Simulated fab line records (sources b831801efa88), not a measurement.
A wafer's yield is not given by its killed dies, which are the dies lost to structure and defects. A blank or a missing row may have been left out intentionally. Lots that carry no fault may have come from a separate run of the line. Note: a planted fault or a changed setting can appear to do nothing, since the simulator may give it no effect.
Chamber matching || flow gf180mcu || GF_V4_CMP_04 on cmp-01: 4 sister chambers
The step polishes SiO2. 14 wafers are shown with their chamber, then 7 later ones without.

WAFERS PAIRED WITH THEIR CHAMBERS
{"wafer": "L108.1", "chamber": 0, "motor current A (A)": 11.8, "time to endpoint s (s)": 74}
{"wafer": "L108.2", "chamber": 2, "motor current A (A)": 13.7, "time to endpoint s (s)": 76}
{"wafer": "L108.6", "chamber": 2, "motor current A (A)": 13.8, "time to endpoint s (s)": 82}
{"wafer": "L111.1", "chamber": 3, "motor current A (A)": 12.0, "time to endpoint s (s)": 74}
{"wafer": "L111.3", "chamber": 0, "motor current A (A)": 11.0, "time to endpoint s (s)": 71}
{"wafer": "L111.6", "chamber": 0, "motor current A (A)": 11.6, "time to endpoint s (s)": 78}
{"wafer": "L112.1", "chamber": 1, "motor current A (A)": 12.8, "time to endpoint s (s)": 79}
{"wafer": "L112.4", "chamber": 0, "motor current A (A)": 11.0, "time to endpoint s (s)": 89}
{"wafer": "L112.6", "chamber": 1, "motor current A (A)": 12.2, "time to endpoint s (s)": 91}
{"wafer": "L115.1", "chamber": 1, "motor current A (A)": 13.1, "time to endpoint s (s)": 70}
{"wafer": "L115.4", "chamber": 3, "motor current A (A)": 13.0, "time to endpoint s (s)": 87}
{"wafer": "L115.6", "chamber": 2, "motor current A (A)": 13.9, "time to endpoint s (s)": 75}
{"wafer": "L116.2", "chamber": 2, "motor current A (A)": 13.7, "time to endpoint s (s)": 74}
{"wafer": "L116.3", "chamber": 3, "motor current A (A)": 12.3, "time to endpoint s (s)": 88}

SIGNATURES, as means of the wafers listed above
{"reading": "motor current A", "chamber 0": 11.350, "chamber 1": 12.700, "chamber 2": 13.775, "chamber 3": 12.433, "scatter within a chamber": 0.385}
{"reading": "time to endpoint s", "chamber 0": 78.00, "chamber 1": 80.00, "chamber 2": 76.75, "chamber 3": 83.00, "scatter within a chamber": 7.54}
Rule: for a wafer and a chamber, the distance is found by dividing, reading by reading, the gap between the wafer's reading and the chamber's mean by the reading's scatter, squaring, summing and taking the root. If the next closest chamber is less than 2 further off than the closest, the wafer can't be placed; otherwise it belongs to the closest. The scatter: take each reading less its chamber's mean, square it, sum over the shown wafers, divide by the number of wafers less the number of chambers, and take the root.

WAFERS WITH NO CHAMBER GIVEN
{"wafer": "L116.5", "motor current A (A)": 11.0, "time to endpoint s (s)": 80}
{"wafer": "L118.1", "motor current A (A)": 12.5, "time to endpoint s (s)": 70}
{"wafer": "L118.2", "motor current A (A)": 13.6, "time to endpoint s (s)": 76}
{"wafer": "L118.3", "motor current A (A)": 11.3, "time to endpoint s (s)": 71}
{"wafer": "L119.1", "motor current A (A)": 11.6, "time to endpoint s (s)": 85}
{"wafer": "L119.2", "motor current A (A)": 12.7, "time to endpoint s (s)": 74}
{"wafer": "L119.4", "motor current A (A)": 14.1, "time to endpoint s (s)": 81}

THE CHAMBER EACH PASSED THROUGH
{"wafer": "L116.5", "from the rows above": 0, "in truth": 0}
{"wafer": "L118.1", "from the rows above": "can't be placed: 1 or 3 or 0", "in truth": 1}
{"wafer": "L118.2", "from the rows above": "can't be placed: 2 or 1", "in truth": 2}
{"wafer": "L118.3", "from the rows above": 0, "in truth": 0}
{"wafer": "L119.1", "from the rows above": "can't be placed: 0 or 3 or 1", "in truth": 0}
{"wafer": "L119.2", "from the rows above": "can't be placed: 1 or 3", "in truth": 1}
{"wafer": "L119.4", "from the rows above": 2, "in truth": 2}
Placed correctly: 3 of 7. From these rows, 4 cannot be placed; in 4 the true chamber is one of the candidates. Number placed wrongly: 0.
